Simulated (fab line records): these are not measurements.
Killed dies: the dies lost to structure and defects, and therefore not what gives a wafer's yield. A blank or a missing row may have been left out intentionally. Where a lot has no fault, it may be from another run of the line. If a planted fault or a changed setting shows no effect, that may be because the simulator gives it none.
Which of the tools did it? / flow sky130 / Sampling: 10 lots, 30 wafers, 6 of 708 route steps

## WHAT THE GAUGES READ, wafer by wafer
SKY_SPACER_THK_MEAS_01. Usual: SPACER_CVD_00_THK typically reads 43.5 nm, with standard deviation 0.49.
lot=L936; measured=day 23 21:42; on=film_metro-03; SPACER_CVD_00_THK (nm)=43.4 43.3 43.1; flag=
lot=L937; measured=day 24 17:06; on=film_metro-04; SPACER_CVD_00_THK (nm)=43.5 43.3 43.7; flag=
lot=L938; measured=day 24 17:02; on=film_metro-04; SPACER_CVD_00_THK (nm)=43.9 43.9 43.7; flag=
lot=L941; measured=day 25 04:06; on=film_metro-02; SPACER_CVD_00_THK (nm)=45.2 44.9 44.4; flag=
lot=L942; measured=day 25 14:47; on=film_metro-04; SPACER_CVD_00_THK (nm)=43.5 44.1 44.0; flag=
lot=L943; measured=day 26 02:55; on=film_metro-03; SPACER_CVD_00_THK (nm)=43.1 42.9 42.8; flag=
lot=L947; measured=day 27 20:43; on=film_metro-02; SPACER_CVD_00_THK (nm)=37.4 37.6 37.5; flag=OFF
lot=L949; measured=day 28 16:36; on=film_metro-02; SPACER_CVD_00_THK (nm)=37.4 37.4 37.6; flag=OFF
lot=L957; measured=day 31 01:42; on=film_metro-02; SPACER_CVD_00_THK (nm)=43.3 43.1 42.9; flag=
lot=L958; measured=day 31 06:33; on=film_metro-04; SPACER_CVD_00_THK (nm)=42.7 42.3 42.5; flag=

SKY_VIA1_RS_MEAS_22: the measuring method here is four-point-probe. Usual: VIA1_W_RS typically reads 0.425 ohm/sq, with standard deviation 0.0057.
lot=L936; measured=day 34 19:23; on=film_metro-01; VIA1_W_RS (ohm/sq)=0.425 0.419 0.424; flag=
lot=L937; measured=day 35 14:43; on=film_metro-04; VIA1_W_RS (ohm/sq)=0.419 0.425 0.423; flag=
lot=L938; measured=day 35 13:34; on=film_metro-01; VIA1_W_RS (ohm/sq)=0.421 0.425 0.423; flag=
lot=L941; measured=day 35 23:38; on=film_metro-01; VIA1_W_RS (ohm/sq)=0.417 0.419 0.416; flag=
lot=L942; measured=day 36 08:35; on=film_metro-04; VIA1_W_RS (ohm/sq)=0.422 0.422 0.419; flag=
lot=L943; measured=day 36 20:14; on=film_metro-01; VIA1_W_RS (ohm/sq)=0.435 0.429 0.431; flag=
lot=L947; measured=day 38 09:47; on=film_metro-02; VIA1_W_RS (ohm/sq)=0.428 0.434 0.433; flag=
lot=L949; measured=day 39 03:23; on=film_metro-01; VIA1_W_RS (ohm/sq)=0.428 0.425 0.433; flag=
lot=L957; measured=day 41 05:04; on=film_metro-04; VIA1_W_RS (ohm/sq)=0.427 0.436 0.422; flag=
lot=L958; measured=day 41 09:44; on=film_metro-04; VIA1_W_RS (ohm/sq)=0.425 0.427 0.431; flag=

## WHAT TOOL EACH LOT RAN ON (gives the tool, then ch and the chambers of the sampled wafers, and finally the start)
lot=L936; SKY_SPACER_CVD_00=lpcvd-02 ch 1, day 23 20:29; SKY_SPACER_ETCHBACK_02=rie_diel-01 ch 1,2,3, day 23 21:45; SKY_VIA1_STRIP_16=plasma_asher-01 ch 0,1, day 34 18:37; SKY_VIA1_CVD_21=cvd_w-01 ch 0,1, day 34 19:16
lot=L937; SKY_SPACER_CVD_00=lpcvd-02 ch 0, day 24 15:50; SKY_SPACER_ETCHBACK_02=rie_diel-03 ch 0,1,2, day 24 17:09; SKY_VIA1_STRIP_16=plasma_asher-03 ch 0,1, day 35 13:57; SKY_VIA1_CVD_21=cvd_w-01 ch 0,1, day 35 14:36
lot=L938; SKY_SPACER_CVD_00=lpcvd-02 ch 1, day 24 15:50; SKY_SPACER_ETCHBACK_02=rie_diel-03 ch 0,1,3, day 24 17:05; SKY_VIA1_STRIP_16=plasma_asher-03 ch 0,1, day 35 12:48; SKY_VIA1_CVD_21=cvd_w-01 ch 0, day 35 13:27
lot=L941; SKY_SPACER_CVD_00=lpcvd-02 ch 0, day 25 02:53; SKY_SPACER_ETCHBACK_02=rie_diel-01 ch 0,2,3, day 25 04:10; SKY_VIA1_STRIP_16=plasma_asher-03 ch 1, day 35 22:54; SKY_VIA1_CVD_21=cvd_w-01 ch 0,1, day 35 23:33
lot=L942; SKY_SPACER_CVD_00=lpcvd-02 ch 1, day 25 13:34; SKY_SPACER_ETCHBACK_02=rie_diel-01 ch 0,2, day 25 14:49; SKY_VIA1_STRIP_16=plasma_asher-01 ch 0,1, day 36 07:48; SKY_VIA1_CVD_21=cvd_w-01 ch 0,1, day 36 08:29
lot=L943; SKY_SPACER_CVD_00=lpcvd-02 ch 0, day 26 01:07; SKY_SPACER_ETCHBACK_02=rie_diel-03 ch 0,1, day 26 02:59; SKY_VIA1_STRIP_16=plasma_asher-03 ch 0,1, day 36 19:29; SKY_VIA1_CVD_21=cvd_w-02 ch 0,1, day 36 20:08
lot=L947; SKY_SPACER_CVD_00=lpcvd-02 ch 0, day 27 19:29; SKY_SPACER_ETCHBACK_02=rie_diel-03 ch 1,2,3, day 27 20:46; SKY_VIA1_STRIP_16=plasma_asher-02 ch 0,1, day 38 08:56; SKY_VIA1_CVD_21=cvd_w-02 ch 1, day 38 09:37
lot=L949; SKY_SPACER_CVD_00=lpcvd-02 ch 1, day 28 15:24; SKY_SPACER_ETCHBACK_02=rie_diel-03 ch 0,1,2, day 28 16:40; SKY_VIA1_STRIP_16=plasma_asher-02 ch 0,1, day 39 02:36; SKY_VIA1_CVD_21=cvd_w-01 ch 0,1, day 39 03:17
lot=L957; SKY_SPACER_CVD_00=lpcvd-02 ch 1, day 31 00:29; SKY_SPACER_ETCHBACK_02=rie_diel-01 ch 0,1,2, day 31 01:46; SKY_VIA1_STRIP_16=plasma_asher-02 ch 0,1, day 41 03:59; SKY_VIA1_CVD_21=cvd_w-02 ch 0,1, day 41 04:59
lot=L958; SKY_SPACER_CVD_00=lpcvd-02 ch 1, day 31 04:45; SKY_SPACER_ETCHBACK_02=rie_diel-02 ch 0,1,2, day 31 06:37; SKY_VIA1_STRIP_16=plasma_asher-02 ch 0,1, day 41 09:00; SKY_VIA1_CVD_21=cvd_w-02 ch 0,1, day 41 09:39
- SKY_SPACER_CVD_00: deposits Si3N4 from DCS/NH3, target thk 43.1 nm, time 740 s.
- SKY_SPACER_ETCHBACK_02: etches Si3N4 in CH3F/O2, stops on SiO2, time 46.7 s, target depth 45 nm.
- SKY_VIA1_STRIP_16: strips in O2/N2.
- SKY_VIA1_CVD_21: deposits W, target thk 270 nm, time 80.902 s.

## AS READ BY THE TOOLS THEMSELVES (means over the sampled wafers that have a number; for cases with no such wafer, the mark the record gives instead)
SKY_SPACER_CVD_00. Usual: spike_tc_centre_C 769.9 C, standard deviation 1.1; spike_tc_lower_C 769.8 C, standard deviation 1; spike_tc_top_C 785.0 C, standard deviation 2.6; spike_tc_upper_C 768.9 C, standard deviation 1; susceptor_temp_C 770.0 C, standard deviation 0.34.
lot=L936; tool=lpcvd-02; spike_tc_centre_C (C)=770.8; spike_tc_lower_C (C)=770.4; spike_tc_top_C (C)=787.1; spike_tc_upper_C (C)=768.3; susceptor_temp_C (C)=769.8; flag=
lot=L937; tool=lpcvd-02; spike_tc_centre_C (C)=769.1; spike_tc_lower_C (C)=769.9; spike_tc_top_C (C)=782.4; spike_tc_upper_C (C)=769.1; susceptor_temp_C (C)=770.5; flag=
lot=L938; tool=lpcvd-02; spike_tc_centre_C (C)=770.8; spike_tc_lower_C (C)=769.4; spike_tc_top_C (C)=787.5; spike_tc_upper_C (C)=768.9; susceptor_temp_C (C)=769.8; flag=
lot=L941; tool=lpcvd-02; spike_tc_centre_C (C)=769.6; spike_tc_lower_C (C)=770.2; spike_tc_top_C (C)=782.5; spike_tc_upper_C (C)=767.9; susceptor_temp_C (C)=770.3; flag=
lot=L942; tool=lpcvd-02; spike_tc_centre_C (C)=769.4; spike_tc_lower_C (C)=769.8; spike_tc_top_C (C)=788.2; spike_tc_upper_C (C)=768.8; susceptor_temp_C (C)=769.5; flag=
lot=L943; tool=lpcvd-02; spike_tc_centre_C (C)=770.2; spike_tc_lower_C (C)=769.5; spike_tc_top_C (C)=782.7; spike_tc_upper_C (C)=767.9; susceptor_temp_C (C)=770.3; flag=
lot=L947; tool=lpcvd-02; spike_tc_centre_C (C)=761.5; spike_tc_lower_C (C)=761.3; spike_tc_top_C (C)=775.0; spike_tc_upper_C (C)=761.7; susceptor_temp_C (C)=770.2; flag=OFF
lot=L949; tool=lpcvd-02; spike_tc_centre_C (C)=762.5; spike_tc_lower_C (C)=763.1; spike_tc_top_C (C)=779.8; spike_tc_upper_C (C)=761.6; susceptor_temp_C (C)=769.8; flag=OFF
lot=L957; tool=lpcvd-02; spike_tc_centre_C (C)=770.8; spike_tc_lower_C (C)=769.9; spike_tc_top_C (C)=787.3; spike_tc_upper_C (C)=769.7; susceptor_temp_C (C)=769.9; flag=
lot=L958; tool=lpcvd-02; spike_tc_centre_C (C)=770.5; spike_tc_lower_C (C)=770.0; spike_tc_top_C (C)=786.9; spike_tc_upper_C (C)=768.5; susceptor_temp_C (C)=770.2; flag=

SKY_SPACER_ETCHBACK_02. Usual: ch3f_flow_sccm 40.02 sccm, standard deviation 0.13; drypump_motor_current_A 5.3 A, standard deviation 0.39; oes_product_au 0.859 a.u., standard deviation 0.0073; throttle_valve_pct 10.563 %, standard deviation 0.0089.
lot=L936; tool=rie_diel-01; ch3f_flow_sccm (sccm)=40.11; drypump_motor_current_A (A)=5.2; oes_product_au (a.u.)=0.854; throttle_valve_pct (%)=10.569; flag=
lot=L937; tool=rie_diel-03; ch3f_flow_sccm (sccm)=40.08; drypump_motor_current_A (A)=5.1; oes_product_au (a.u.)=0.863; throttle_valve_pct (%)=10.560; flag=
lot=L938; tool=rie_diel-03; ch3f_flow_sccm (sccm)=40.09; drypump_motor_current_A (A)=5.3; oes_product_au (a.u.)=0.858; throttle_valve_pct (%)=10.566; flag=
lot=L941; tool=rie_diel-01; ch3f_flow_sccm (sccm)=40.00; drypump_motor_current_A (A)=5.4; oes_product_au (a.u.)=0.876; throttle_valve_pct (%)=10.572; flag=
lot=L942; tool=rie_diel-01; ch3f_flow_sccm (sccm)=40.06; drypump_motor_current_A (A)=5.0; oes_product_au (a.u.)=0.863; throttle_valve_pct (%)=10.561; flag=
lot=L943; tool=rie_diel-03; ch3f_flow_sccm (sccm)=40.07; drypump_motor_current_A (A)=4.9; oes_product_au (a.u.)=0.848; throttle_valve_pct (%)=10.568; flag=
lot=L947; tool=rie_diel-03; ch3f_flow_sccm (sccm)=39.96; drypump_motor_current_A (A)=5.3; oes_product_au (a.u.)=0.797; throttle_valve_pct (%)=10.547; flag=OFF
lot=L949; tool=rie_diel-03; ch3f_flow_sccm (sccm)=40.18; drypump_motor_current_A (A)=5.1; oes_product_au (a.u.)=0.792; throttle_valve_pct (%)=10.561; flag=OFF
lot=L957; tool=rie_diel-01; ch3f_flow_sccm (sccm)=40.04; drypump_motor_current_A (A)=5.2; oes_product_au (a.u.)=0.853; throttle_valve_pct (%)=10.555; flag=
lot=L958; tool=rie_diel-02; ch3f_flow_sccm (sccm)=40.02; drypump_motor_current_A (A)=5.1; oes_product_au (a.u.)=0.848; throttle_valve_pct (%)=10.555; flag=

SKY_VIA1_STRIP_16. Usual: drypump_motor_current_A 5.5 A, standard deviation 0.45; o2_flow_sccm 3001 sccm, standard deviation 9; oes_product_au 0.416 a.u., standard deviation 0.0048; strip_time_to_endpoint_s 4.457 s, standard deviation 0.026.
lot=L936; tool=plasma_asher-01; drypump_motor_current_A (A)=5.5; o2_flow_sccm (sccm)=3012; oes_product_au (a.u.)=0.418; strip_time_to_endpoint_s (s)=4.482; flag=
lot=L937; tool=plasma_asher-03; drypump_motor_current_A (A)=5.3; o2_flow_sccm (sccm)=3005; oes_product_au (a.u.)=0.411; strip_time_to_endpoint_s (s)=4.462; flag=
lot=L938; tool=plasma_asher-03; drypump_motor_current_A (A)=5.7; o2_flow_sccm (sccm)=2990; oes_product_au (a.u.)=0.412; strip_time_to_endpoint_s (s)=4.444; flag=
lot=L941; tool=plasma_asher-03; drypump_motor_current_A (A)=5.0; o2_flow_sccm (sccm)=3002; oes_product_au (a.u.)=0.419; strip_time_to_endpoint_s (s)=4.447; flag=
lot=L942; tool=plasma_asher-01; drypump_motor_current_A (A)=5.2; o2_flow_sccm (sccm)=3002; oes_product_au (a.u.)=0.418; strip_time_to_endpoint_s (s)=4.464; flag=
lot=L943; tool=plasma_asher-03; drypump_motor_current_A (A)=5.6; o2_flow_sccm (sccm)=2993; oes_product_au (a.u.)=0.412; strip_time_to_endpoint_s (s)=4.453; flag=
lot=L947; tool=plasma_asher-02; drypump_motor_current_A (A)=5.6; o2_flow_sccm (sccm)=2995; oes_product_au (a.u.)=0.414; strip_time_to_endpoint_s (s)=4.472; flag=
lot=L949; tool=plasma_asher-02; drypump_motor_current_A (A)=5.8; o2_flow_sccm (sccm)=3003; oes_product_au (a.u.)=0.413; strip_time_to_endpoint_s (s)=4.469; flag=
lot=L957; tool=plasma_asher-02; drypump_motor_current_A (A)=5.8; o2_flow_sccm (sccm)=2989; oes_product_au (a.u.)=0.410; strip_time_to_endpoint_s (s)=4.446; flag=
lot=L958; tool=plasma_asher-02; drypump_motor_current_A (A)=5.8; o2_flow_sccm (sccm)=3007; oes_product_au (a.u.)=0.416; strip_time_to_endpoint_s (s)=4.436; flag=

SKY_VIA1_CVD_21. Usual: heater_power_w 834 W, standard deviation 61; susceptor_temp_C 399.96 C, standard deviation 0.24.
lot=L936; tool=cvd_w-01; heater_power_w (W)=882; susceptor_temp_C (C)=399.98; flag=
lot=L937; tool=cvd_w-01; heater_power_w (W)=890; susceptor_temp_C (C)=400.08; flag=
lot=L938; tool=cvd_w-01; heater_power_w (W)=857; susceptor_temp_C (C)=399.88; flag=
lot=L941; tool=cvd_w-01; heater_power_w (W)=886; susceptor_temp_C (C)=400.11; flag=
lot=L942; tool=cvd_w-01; heater_power_w (W)=895; susceptor_temp_C (C)=399.98; flag=
lot=L943; tool=cvd_w-02; heater_power_w (W)=789; susceptor_temp_C (C)=399.78; flag=
lot=L947; tool=cvd_w-02; heater_power_w (W)=787; susceptor_temp_C (C)=399.75; flag=
lot=L949; tool=cvd_w-01; heater_power_w (W)=867; susceptor_temp_C (C)=399.89; flag=
lot=L957; tool=cvd_w-02; heater_power_w (W)=796; susceptor_temp_C (C)=399.84; flag=
lot=L958; tool=cvd_w-02; heater_power_w (W)=744; susceptor_temp_C (C)=400.17; flag=

## THE ANSWER, worked out from the rows above alone
Rule: a lot counts as off when the mean over its wafers that have a number is more than 3 standard deviations away from the usual mean. Also off: a lot with no number at a reading for which 4 or more lots have one. All remaining lots with rows at the step are treated as sound. First the gauges in route order, then the tools' own readings, where a lot's mean is used as printed above. The first step at which some lot is off is used, and at that step the reading that is off furthest; a lot without a number counts as furthest.
Off: L947, L949, at SKY_SPACER_THK_MEAS_01 (SPACER_CVD_00_THK).
If a tool, at a process step before that reading, ran all the lots that are off and no sound lot after the first of them, it fits. Not tried: the gauges at SKY_SPACER_THK_MEAS_01; whatever is off there is also off at SKY_SPACER_CVD_00, on other tools, and gauge error can't account for it. Of those tried, none fits.

## WHAT HAD BEEN PUT IN BY THE SIMULATOR
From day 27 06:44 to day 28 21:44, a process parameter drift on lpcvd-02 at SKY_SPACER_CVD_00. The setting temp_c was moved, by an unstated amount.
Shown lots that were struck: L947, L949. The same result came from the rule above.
